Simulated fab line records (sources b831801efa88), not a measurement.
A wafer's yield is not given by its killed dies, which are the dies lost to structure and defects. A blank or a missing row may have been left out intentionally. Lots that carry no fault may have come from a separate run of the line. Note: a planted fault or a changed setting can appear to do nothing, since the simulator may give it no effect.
A lot that was struck, set against a sound lot | flow sfq_line | 14 steps out of a route of 325
Sound: these wafers, L204.1, L204.5, L204.6. The struck wafers were L190.2, L190.4, L190.6. The cause comes at the end.
Each step with rows lists, per side, the tool, then ch with its chambers, then its first start. Under that, the readings that differ: sound wafers | struck wafers | difference of the means | sigmas: that difference in standard deviations of wafers without a fault.
alike: readings with means less than 2 such deviations apart, plus words and numbers identical on both sides. not compared: withheld readings, readings lacking a value on some wafer, bounds such as >300 that could conceal the same value, and numbers that have no deviation in the record and whose values overlap.
The two part at a step that has a row with sigmas, a row that says differs or no value, or rows on one side only. Numbers that don't overlap but have no deviation are shown without sigmas and don't part them. A reading that every wafer of one side lacks parts them only if that side has two wafers or more.

first, 6 steps without rows for these wafers: SFQ_TRILAYER_M1_LITHO_COAT_044 (resist thk 62 nm); SFQ_TRILAYER_M1_LITHO_COAT_039 (resist thk 600 nm); SFQ_TRILAYER_M1_LITHO_SOFTBAKE_043; SFQ_TRILAYER_M1_LITHO_EXPOSE_040 (exposes mask M1, target cd 500 nm); SFQ_TRILAYER_M1_LITHO_PEB_042 (peb time 60 s); SFQ_TRILAYER_M1_LITHO_DEVELOP_041 (time 60 s).
SFQ_M1_OVL_MEAS_911:
  struck on overlay-01, day 25 08:02; sound on overlay-02, day 31 10:10
  alike: M1_OVL
SFQ_TRILAYER_M1_BARC_OPEN_METAL_ETCH_054: etches BARC in O2, target depth 125 nm, time 41.7 s.
  sound on rie_metal-04 ch 0,1, day 31 10:12; struck on rie_metal-03 ch 1, day 25 08:04
  reading                     | sound       | struck      | difference | sigmas
  drypump_motor_current_A (A) | 6.7 6.1 6.7 | 5.3 5.3 5.2 | -1.2       | -3
  alike: oes_product_au
  not compared: rf_hours_counter_h
SFQ_TRILAYER_M1_ETCH_METAL_ETCH_042: etches Nb in Cl2/Ar, stops on SiO2, target depth 240 nm, time 120 s.
  sound on rie_metal-04 ch 0,1, day 31 10:16; struck on rie_metal-03 ch 1, day 25 08:07
  reading                     | sound       | struck      | difference | sigmas
  drypump_motor_current_A (A) | 6.7 6.1 6.7 | 5.3 5.3 5.2 | -1.2       | -3
  alike: oes_product_au
  not compared: rf_hours_counter_h
SFQ_TRILAYER_M1_STRIP_STRIP_043: strips in O2.
  sound on rie_metal-04 ch 0,1, day 31 10:23; struck on rie_metal-03 ch 1, day 25 08:14
  reading                     | sound       | struck      | difference | sigmas
  drypump_motor_current_A (A) | 6.7 6.1 6.7 | 5.2 5.2 5.3 | -1.3       | -3
  alike: oes_product_au
  not compared: rf_hours_counter_h
then, 1 step without rows for these wafers: SFQ_TRILAYER_M1_STRIP_SOLV_CLEAN_044 (cleans in NMP, time 600 s).
SFQ_TRILAYER_I1_DEP_PECVD_045: deposits SiO2 from SiH4/N2O, time 111.11 s, target thk 500 nm.
  sound on pecvd-04 ch 0,2, day 31 11:10; struck on pecvd-03 ch 1,2, day 25 09:01
  alike: chamber_pressure_Torr, heater_power_w, throttle_valve_pct
  not compared: since_wet_clean_h
SFQ_TRILAYER_I1_CMP_CMP_046: polishes SiO2.
  sound on cmp-02 ch 0,1,3, day 31 18:14; struck on cmp-01 ch 1,3, day 25 09:06
  reading                | sound             | struck            | difference | sigmas
  platen_rpm (rpm)       | 60.01 60.01 59.98 | 54.08 54.01 54.01 | -5.97      | -99 or more
  time_to_endpoint_s (s) | 197 206 213       | 225 224 237       | +23        | +3
  alike: edge_zone_pressure_frac, motor_current_A
SFQ_I1_BOW_MEAS_912:
  struck on film_metro-03, day 25 12:07; sound on film_metro-04, day 31 19:44
  alike: I1_BOW

== WHERE THEY PART ==
At SFQ_TRILAYER_M1_BARC_OPEN_METAL_ETCH_054 first; at SFQ_TRILAYER_I1_CMP_CMP_046 last (within this record only). Later steps at which nothing parts them and some readings are alike: SFQ_I1_BOW_MEAS_912.

WHY: what had been put in by the simulator
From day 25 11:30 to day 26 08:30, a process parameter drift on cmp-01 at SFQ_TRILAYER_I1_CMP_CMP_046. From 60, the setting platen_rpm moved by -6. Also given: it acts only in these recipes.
